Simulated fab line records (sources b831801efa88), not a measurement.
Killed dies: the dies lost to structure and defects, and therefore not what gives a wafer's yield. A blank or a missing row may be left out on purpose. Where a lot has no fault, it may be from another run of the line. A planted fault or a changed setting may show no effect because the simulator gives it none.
Commonality check across tools :: flow gf180mcu :: Sampled: 12 lots, 36 wafers

REASON IT WAS OPENED
Flagged at GF_V3_CD_MEAS_14: reading cdNm, on 2 of 12 lots. No-fault wafers: 260.1 nm, standard deviation 1.5.
Rule: flag the lot when none of its wafers has a number, or when each of its wafers that has one lies beyond 4 standard deviations from that mean. As for the other lots, they are considered sound.

lot: L606
measured: day 22 01:34
on: cdSem-01
cdNm (nm), wafer by wafer: 259.1 258.1 258.2
flag: 

lot: L610
measured: day 23 23:15
on: cdSem-01
cdNm (nm), wafer by wafer: 258.7 259.1 259.0
flag: 

lot: L611
measured: day 24 09:36
on: cdSem-02
cdNm (nm), wafer by wafer: 257.7 258.3 258.5
flag: 

lot: L614
measured: day 25 08:57
on: cdSem-01
cdNm (nm), wafer by wafer: 263.3 261.1 261.6
flag: 

lot: L616
measured: day 25 19:35
on: cdSem-01
cdNm (nm), wafer by wafer: 261.0 260.3 259.9
flag: 

lot: L618
measured: day 26 15:17
on: cdSem-02
cdNm (nm), wafer by wafer: 262.5 261.6 261.6
flag: 

lot: L621
measured: day 27 12:17
on: cdSem-02
cdNm (nm), wafer by wafer: 258.0 258.4 257.7
flag: 

lot: L622
measured: day 27 21:46
on: cdSem-02
cdNm (nm), wafer by wafer: 268.2 269.3 269.1
flag: FLAGGED

lot: L624
measured: day 28 10:52
on: cdSem-01
cdNm (nm), wafer by wafer: 268.6 268.1 268.8
flag: FLAGGED

lot: L626
measured: day 29 00:13
on: cdSem-01
cdNm (nm), wafer by wafer: 260.9 257.7 258.5
flag: 

lot: L627
measured: day 29 06:13
on: cdSem-01
cdNm (nm), wafer by wafer: 260.9 260.5 260.9
flag: 

lot: L629
measured: day 29 12:44
on: cdSem-02
cdNm (nm), wafer by wafer: 259.0 260.6 259.7
flag: 
Average over the flagged lots: 268.7 nm; offset from the usual +8.6 nm, equal to +6 standard deviations.

TOOL THAT RAN EACH LOT
Before the reading, the record contains 2 process steps out of a 602-step route. Each cell gives the tool, then ch followed by the chambers the sampled wafers passed through, then the start.
lot: L606
flag: 
GF_V3_CMP_04: cmp-01 ch 0,1,2, day 21 01:36
GF_V3_PEB_12: lithoTrack-04 ch 0, day 22 01:14

lot: L610
flag: 
GF_V3_CMP_04: cmp-02 ch 0,2,3, day 23 00:16
GF_V3_PEB_12: lithoTrack-01 ch 0, day 23 22:55

lot: L611
flag: 
GF_V3_CMP_04: cmp-01 ch 0,1, day 23 11:55
GF_V3_PEB_12: lithoTrack-02 ch 0, day 24 09:17

lot: L614
flag: 
GF_V3_CMP_04: cmp-02 ch 0,1,2, day 24 10:55
GF_V3_PEB_12: lithoTrack-01 ch 0, day 25 08:37

lot: L616
flag: 
GF_V3_CMP_04: cmp-02 ch 0,2,3, day 24 22:05
GF_V3_PEB_12: lithoTrack-01 ch 0, day 25 19:14

lot: L618
flag: 
GF_V3_CMP_04: cmp-02 ch 0,1,3, day 25 18:08
GF_V3_PEB_12: lithoTrack-04 ch 0, day 26 14:56

lot: L621
flag: 
GF_V3_CMP_04: cmp-01 ch 0,1, day 26 16:13
GF_V3_PEB_12: lithoTrack-01 ch 0, day 27 11:56

lot: L622
flag: FLAGGED
GF_V3_CMP_04: cmp-02 ch 1,2, day 27 01:10
GF_V3_PEB_12: lithoTrack-01 ch 0, day 27 21:26

lot: L624
flag: FLAGGED
GF_V3_CMP_04: cmp-01 ch 0,1,2, day 27 15:07
GF_V3_PEB_12: lithoTrack-01 ch 0, day 28 10:31

lot: L626
flag: 
GF_V3_CMP_04: cmp-01 ch 1,3, day 28 04:54
GF_V3_PEB_12: lithoTrack-02 ch 0, day 28 23:52

lot: L627
flag: 
GF_V3_CMP_04: cmp-02 ch 2,3, day 28 11:16
GF_V3_PEB_12: lithoTrack-02 ch 0, day 29 05:52

lot: L629
flag: 
GF_V3_CMP_04: cmp-02 ch 1,2,3, day 28 18:07
GF_V3_PEB_12: lithoTrack-02 ch 0, day 29 12:23
What these steps do:
- GF_V3_CMP_04: polishes SiO2.
- GF_V3_PEB_12: peb time 90 s.
- GF_V3_CD_MEAS_14: target cd 260 nm.

FLAGGED OVER TOTAL, TOOL BY TOOL (the gauges that took the reading come last)
step: GF_V3_CMP_04
tool: cmp-01
lots run: 5
flagged: 1
share of the flagged lots: some
sound lots run after its first flagged lot: 1 (L626)

step: GF_V3_CMP_04
tool: cmp-02
lots run: 7
flagged: 1
share of the flagged lots: some
sound lots run after its first flagged lot: 2 (L627,L629)

step: GF_V3_PEB_12
tool: lithoTrack-01
lots run: 6
flagged: 2
share of the flagged lots: all
sound lots run after its first flagged lot: 0

step: GF_V3_PEB_12
tool: lithoTrack-02
lots run: 4
flagged: 0
share of the flagged lots: none
sound lots run after its first flagged lot: -

step: GF_V3_PEB_12
tool: lithoTrack-04
lots run: 2
flagged: 0
share of the flagged lots: none
sound lots run after its first flagged lot: -

step: GF_V3_CD_MEAS_14
tool: cdSem-01
lots run: 7
flagged: 1
share of the flagged lots: some
sound lots run after its first flagged lot: 2 (L626,L627)

step: GF_V3_CD_MEAS_14
tool: cdSem-02
lots run: 5
flagged: 1
share of the flagged lots: some
sound lots run after its first flagged lot: 1 (L629)

WHAT IS ALLOWED BY THE TABLE
In the table, 1 row covers all flagged lots: lithoTrack-01 at GF_V3_PEB_12.
- lithoTrack-01 at GF_V3_PEB_12 ran 6 lots, 2 of them flagged. It ran its last sound lot, L621, at day 27 11:56 and its first flagged lot, L622, at day 27 21:26: a fault with its onset between the two fits. Its own readings lie more than 4 standard deviations out on every wafer of the flagged lots: heaterPowerTotalW, plateTempC.
lithoTrack-01 at GF_V3_PEB_12 is the single tool remaining.

WHAT THE SIMULATOR PUT IN
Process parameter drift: lithoTrack-01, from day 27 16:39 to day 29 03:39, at GF_V3_PEB_12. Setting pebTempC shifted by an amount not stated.
Shown lots that were struck: L622, L624. Same finding as the rule above.
